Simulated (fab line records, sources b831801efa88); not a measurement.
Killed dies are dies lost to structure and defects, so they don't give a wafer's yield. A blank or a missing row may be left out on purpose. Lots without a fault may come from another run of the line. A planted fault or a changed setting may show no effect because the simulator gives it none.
A sampling plan put to the test | flow sky130 | one fab line, 13 faults that these records tell of, each judged on the records of the lots that it struck
The plan is the line's own looks: the steps of the route at which a gauge or an inspection reads the wafer and doesn't change it. A look can be judged if struck wafers have a number there and the file gives its usual mean and standard deviation on fault-free wafers. Caught: at a look after the fault's first step, the mean of the struck wafers lies 4 or more of those standard deviations (sigma) from the usual mean. On the tool: the same test on the tool's own readings at the fault's steps. Another recipe on the struck wafers, or a record that is blank for them alone, also counts as caught.

THE FAULTS, as the simulator had put them in
1. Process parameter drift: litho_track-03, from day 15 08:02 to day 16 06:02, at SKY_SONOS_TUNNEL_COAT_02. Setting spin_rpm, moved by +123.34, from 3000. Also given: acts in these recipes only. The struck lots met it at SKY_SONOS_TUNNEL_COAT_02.
2. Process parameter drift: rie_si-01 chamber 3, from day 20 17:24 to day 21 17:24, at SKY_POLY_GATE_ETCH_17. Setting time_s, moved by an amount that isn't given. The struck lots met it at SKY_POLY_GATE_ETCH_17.
3. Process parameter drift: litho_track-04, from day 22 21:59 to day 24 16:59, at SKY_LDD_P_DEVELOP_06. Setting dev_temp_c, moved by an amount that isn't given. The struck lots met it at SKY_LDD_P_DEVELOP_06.
4. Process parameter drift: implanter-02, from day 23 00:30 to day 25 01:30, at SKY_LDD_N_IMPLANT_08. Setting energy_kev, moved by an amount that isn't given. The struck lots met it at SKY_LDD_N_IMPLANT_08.
5. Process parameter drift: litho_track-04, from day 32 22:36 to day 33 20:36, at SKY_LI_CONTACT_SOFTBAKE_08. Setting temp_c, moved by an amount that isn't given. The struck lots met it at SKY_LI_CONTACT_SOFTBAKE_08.
6. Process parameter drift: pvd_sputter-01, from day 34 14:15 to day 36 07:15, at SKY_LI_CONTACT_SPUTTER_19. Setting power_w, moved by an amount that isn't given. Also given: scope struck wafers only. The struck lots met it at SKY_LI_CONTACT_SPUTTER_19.
7. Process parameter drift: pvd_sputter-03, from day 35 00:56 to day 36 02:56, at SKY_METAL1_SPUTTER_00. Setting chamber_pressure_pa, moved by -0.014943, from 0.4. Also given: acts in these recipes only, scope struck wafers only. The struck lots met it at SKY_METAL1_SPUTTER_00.
8. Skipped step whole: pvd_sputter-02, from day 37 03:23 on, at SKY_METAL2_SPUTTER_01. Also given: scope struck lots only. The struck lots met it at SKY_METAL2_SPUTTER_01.
9. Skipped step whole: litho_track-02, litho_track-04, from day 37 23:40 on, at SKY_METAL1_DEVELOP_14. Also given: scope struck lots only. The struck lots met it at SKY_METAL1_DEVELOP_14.
10. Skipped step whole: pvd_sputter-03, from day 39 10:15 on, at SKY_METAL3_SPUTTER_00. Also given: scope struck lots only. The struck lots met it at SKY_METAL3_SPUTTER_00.
11. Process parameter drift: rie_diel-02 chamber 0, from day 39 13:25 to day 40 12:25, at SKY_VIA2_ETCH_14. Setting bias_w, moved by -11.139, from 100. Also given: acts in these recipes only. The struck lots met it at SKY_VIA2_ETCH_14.
12. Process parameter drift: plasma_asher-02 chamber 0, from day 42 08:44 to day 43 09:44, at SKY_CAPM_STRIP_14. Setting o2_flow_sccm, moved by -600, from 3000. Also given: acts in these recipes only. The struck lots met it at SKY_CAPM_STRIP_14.
13. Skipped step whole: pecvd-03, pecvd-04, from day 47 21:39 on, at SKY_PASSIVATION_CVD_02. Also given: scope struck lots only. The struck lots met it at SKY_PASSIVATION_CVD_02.

WHAT THE PLAN SAW
fault | on the tool itself                               | first look that catches it                   | reading, sigma | median hours from its first step to that look | hours from the fault's start to the first struck lot there | judged looks passed uncaught
1     | spin_speed_rpm +50 sigma                         | not the one look that can be judged after it | -              | -                                             | -                                                          | 1
2     | run_length_s +7.7 sigma                          | not the one look that can be judged after it | -              | -                                             | -                                                          | 1
3     | developer_temp_C -6.8 sigma                      | no look after it can be judged               | -              | -                                             | -                                                          | 0
4     | beam_energy_keV -99 or beyond sigma              | not the one look that can be judged after it | -              | -                                             | -                                                          | 1
5     | plate_sensor_t_edge_C -99 or beyond sigma        | not the one look that can be judged after it | -              | -                                             | -                                                          | 1
6     | cathode_dc_power_W -99 or beyond sigma           | no look after it can be judged               | -              | -                                             | -                                                          | 0
7     | chamber_pressure_pa -15 sigma                    | not the one look that can be judged after it | -              | -                                             | -                                                          | 1
8     | the tool's record is blank for the struck wafers | no look after it can be judged               | -              | -                                             | -                                                          | 0
9     | the tool's record is blank for the struck wafers | no look after it can be judged               | -              | -                                             | -                                                          | 0
10    | the tool's record is blank for the struck wafers | not the one look that can be judged after it | -              | -                                             | -                                                          | 1
11    | bias_w -39 sigma                                 | no look after it can be judged               | -              | -                                             | -                                                          | 0
12    | o2_flow_sccm -67 sigma                           | no look after it can be judged               | -              | -                                             | -                                                          | 0
13    | the tool's record is blank for the struck wafers | no look after it can be judged               | -              | -                                             | -                                                          | 0
A dash: the fault isn't caught, or these records don't give the number.

Caught at a look: 0 of 13. Caught on the tool: 13 of 13. By one or the other: 13 of 13.
Caught on the tool alone: faults 1, 2, 3, 4, 5, 6, 7, 8, 9, 10, 11, 12, 13.
